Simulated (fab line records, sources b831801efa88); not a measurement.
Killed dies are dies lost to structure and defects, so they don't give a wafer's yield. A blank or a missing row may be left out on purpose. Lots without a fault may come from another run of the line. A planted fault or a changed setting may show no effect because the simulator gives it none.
Which tool did it? | flow gf180mcu | 13 lots, 39 wafers sampled, at 5 steps of a route of 602

WHAT THE GAUGES READ, wafer by wafer
GF_LVPWELL_OVL_MEAS_07. Usual: LVPWELL_OVL -1.4 nm, standard deviation 1.2.
lot  | measured    | on         | LVPWELL_OVL (nm) | flag
L426 | day 4 10:19 | overlay-02 | -1.7 -1.2 -1.5   |
L427 | day 4 15:02 | overlay-02 | -2.3 -1.2 -1.2   |
L428 | day 4 19:34 | overlay-01 | -2.5 -2.3 -2.1   |
L429 | day 5 01:41 | overlay-01 | 0.0 -1.6 -0.6    |
L431 | day 5 12:02 | overlay-01 | -1.2 -3.4 -2.6   |
L432 | day 5 16:19 | overlay-01 | -1.4 -2.2 -0.8   |
L433 | day 5 21:37 | overlay-02 | -4.0 -1.4 -2.5   |
L434 | day 6 04:36 | overlay-02 | -1.9 -0.9 -0.7   |
L435 | day 6 09:19 | overlay-01 | -0.4 -2.7 -0.7   |
L444 | day 8 16:05 | overlay-01 | -0.4 -0.5 -2.9   |
L445 | day 9 01:21 | overlay-01 | -0.5 -1.4 -0.4   |
L446 | day 9 01:26 | overlay-02 | -2.2 -1.6 -1.4   |
L447 | day 9 06:01 | overlay-01 | -2.6 -3.2 -2.2   |

GF_VT_IMPLANT_OVL_MEAS_07. Usual: VT_IMPLANT_OVL -0.3 nm, standard deviation 1.4.
lot  | measured     | on         | VT_IMPLANT_OVL (nm) | flag
L426 | day 6 05:07  | overlay-02 | 0.6 0.4 0.6         |
L427 | day 6 09:29  | overlay-02 | -1.2 0.2 -1.3       |
L428 | day 6 14:50  | overlay-02 | 0.6 -0.5 -1.1       |
L429 | day 6 21:22  | overlay-02 | 0.7 1.7 0.1         |
L431 | day 7 08:23  | overlay-02 | 0.4 2.5 1.9         |
L432 | day 7 13:17  | overlay-02 | -0.8 1.9 -0.9       |
L433 | day 7 19:22  | overlay-02 | -1.7 -2.5 0.0       |
L434 | day 8 02:46  | overlay-01 | -1.4 -2.3 -2.4      |
L435 | day 8 07:59  | overlay-01 | -1.8 0.6 1.7        |
L444 | day 10 21:05 | overlay-01 | 0.8 0.0 3.6         |
L445 | day 11 07:19 | overlay-02 | 0.0 -1.9 0.8        |
L446 | day 11 08:02 | overlay-01 | 0.7 0.9 0.2         |
L447 | day 11 13:10 | overlay-02 | 0.0 0.6 1.5         |

GF_V1_THK_MEAS_01. Usual: V1_CVD_00_THK 596 nm, standard deviation 8.1.
lot  | measured     | on            | V1_CVD_00_THK (nm) | flag
L426 | day 17 20:43 | film_metro-03 | 586 586 588        |
L427 | day 18 04:41 | film_metro-03 | 591 589 603        |
L428 | day 18 11:43 | film_metro-03 | 596 594 593        |
L429 | day 19 07:17 | film_metro-04 | 597 597 596        |
L431 | day 19 16:42 | film_metro-01 | 600 595 605        |
L432 | day 19 22:30 | film_metro-03 | 591 602 607        |
L433 | day 20 11:32 | film_metro-03 | 605 605 598        |
L434 | day 20 20:30 | film_metro-01 | 607 593 595        |
L435 | day 21 04:29 | film_metro-04 | 594 589 599        |
L444 | day 24 12:37 | film_metro-03 | 583 587 583        |
L445 | day 25 01:08 | film_metro-03 | 608 581 615        |
L446 | day 24 23:40 | film_metro-03 | 593 599 597        |
L447 | day 25 06:36 | film_metro-03 | 596 599 606        |

WHICH TOOL RAN EACH LOT (tool, then ch and the chambers of the sampled wafers, then the start)
lot  | GF_MVPSD_COAT_02                  | GF_MVPSD_STRIP_10
L426 | litho_track-01 ch 0, day 5 07:02  | plasma_asher-04 ch 0,1, day 5 14:59
L427 | litho_track-01 ch 0, day 5 12:07  | plasma_asher-04 ch 1, day 5 19:19
L428 | litho_track-02 ch 0, day 5 16:37  | plasma_asher-04 ch 0,1, day 6 00:37
L429 | litho_track-01 ch 0, day 5 23:37  | plasma_asher-03 ch 0,1, day 6 07:28
L431 | litho_track-02 ch 0, day 6 09:39  | plasma_asher-04 ch 0,1, day 6 17:42
L432 | litho_track-02 ch 0, day 6 14:46  | plasma_asher-01 ch 0,1, day 6 21:59
L433 | litho_track-02 ch 0, day 6 19:51  | plasma_asher-03 ch 0,1, day 7 03:29
L434 | litho_track-02 ch 0, day 7 02:27  | plasma_asher-04 ch 0,1, day 7 11:04
L435 | litho_track-02 ch 0, day 7 07:48  | plasma_asher-03 ch 0,1, day 7 16:15
L444 | litho_track-03 ch 0, day 9 17:55  | plasma_asher-01 ch 0,1, day 10 02:58
L445 | litho_track-01 ch 0, day 10 03:28 | plasma_asher-01 ch 0,1, day 10 13:08
L446 | litho_track-02 ch 0, day 10 03:31 | plasma_asher-04 ch 0,1, day 10 13:29
L447 | litho_track-02 ch 0, day 10 08:49 | plasma_asher-03 ch 0, day 10 19:07
- GF_MVPSD_COAT_02: resist thk 3000 nm.
- GF_MVPSD_STRIP_10: strips in O2/N2.

WHAT THE TOOLS THEMSELVES READ (means of the sampled wafers that have a number; where no wafer has one, the mark that the record gives instead)
GF_MVPSD_COAT_02. Usual: exhaust_pa 45.0 Pa, standard deviation 0.79; spin_speed_rpm 2000.0 rpm, standard deviation 1.2.
lot  | tool           | exhaust_pa (Pa) | spin_speed_rpm (rpm) | flag
L426 | litho_track-01 | 45.3            | 2001.1               |
L427 | litho_track-01 | 45.9            | 1999.2               |
L428 | litho_track-02 | 45.2            | 2000.5               |
L429 | litho_track-01 | 46.1            | 2000.3               |
L431 | litho_track-02 | 44.9            | 1999.8               |
L432 | litho_track-02 | 45.2            | 2001.1               |
L433 | litho_track-02 | 45.4            | 2000.8               |
L434 | litho_track-02 | 45.6            | 2000.1               |
L435 | litho_track-02 | 45.2            | 2001.1               |
L444 | litho_track-03 | 44.8            | 1999.1               |
L445 | litho_track-01 | 44.8            | 2000.2               |
L446 | litho_track-02 | 46.0            | 1999.1               |
L447 | litho_track-02 | 44.6            | 2000.5               |

GF_MVPSD_STRIP_10. Usual: chamber_pressure_mTorr 1500.1 mTorr, standard deviation 1.4; drypump_motor_current_A 5.9 A, standard deviation 0.37; heater_power_w 353 W, standard deviation 64; oes_product_au 0.723 a.u., standard deviation 0.0041; strip_time_to_endpoint_s 36.97 s, standard deviation 0.11.
lot  | tool            | chamber_pressure_mTorr (mTorr) | drypump_motor_current_A (A) | heater_power_w (W) | oes_product_au (a.u.) | strip_time_to_endpoint_s (s) | flag
L426 | plasma_asher-04 | 1499.7                         | 6.1                         | 357                | 0.719                 | 36.81                        |
L427 | plasma_asher-04 | 1499.5                         | 6.2                         | 313                | 0.721                 | 36.95                        |
L428 | plasma_asher-04 | 1500.8                         | 6.0                         | 359                | 0.723                 | 37.04                        |
L429 | plasma_asher-03 | 1499.8                         | 5.4                         | 274                | 0.726                 | 36.83                        |
L431 | plasma_asher-04 | 1499.3                         | 6.1                         | 357                | 0.720                 | 37.01                        |
L432 | plasma_asher-01 | 1499.2                         | 5.9                         | 368                | 0.721                 | 37.10                        |
L433 | plasma_asher-03 | 1500.2                         | 5.4                         | 278                | 0.727                 | 36.96                        |
L434 | plasma_asher-04 | 1501.0                         | 6.0                         | 397                | 0.722                 | 36.16                        | OFF
L435 | plasma_asher-03 | 1500.3                         | 5.4                         | 277                | 0.725                 | 36.08                        | OFF
L444 | plasma_asher-01 | 1501.1                         | 6.0                         | 394                | 0.726                 | 37.00                        |
L445 | plasma_asher-01 | 1501.6                         | 6.0                         | 389                | 0.729                 | 37.06                        |
L446 | plasma_asher-04 | 1499.4                         | 5.9                         | 390                | 0.722                 | 36.83                        |
L447 | plasma_asher-03 | 1500.9                         | 5.0                         | 268                | 0.723                 | 37.09                        |

THE ANSWER, worked out from the rows above alone
Rule: a lot is off if the mean of its wafers that have a number lies more than 3 standard deviations from the usual mean. A lot without any number at a reading at which 4 lots or more have one is off too. The other lots that the step has rows for count as sound. The gauges are gone through in route order, then the tools' own readings, and for those a lot's mean is taken as printed above. The first step at which some lot is off is used, and at that step the reading that is off furthest; a lot without a number counts as furthest.
Off: L434, L435, at GF_MVPSD_STRIP_10 (strip_time_to_endpoint_s).
A tool fits if, at that step or a process step before it, it ran every lot that is off, and no sound lot after the first of them. None of those tried fits.

WHAT THE SIMULATOR HAD PUT IN
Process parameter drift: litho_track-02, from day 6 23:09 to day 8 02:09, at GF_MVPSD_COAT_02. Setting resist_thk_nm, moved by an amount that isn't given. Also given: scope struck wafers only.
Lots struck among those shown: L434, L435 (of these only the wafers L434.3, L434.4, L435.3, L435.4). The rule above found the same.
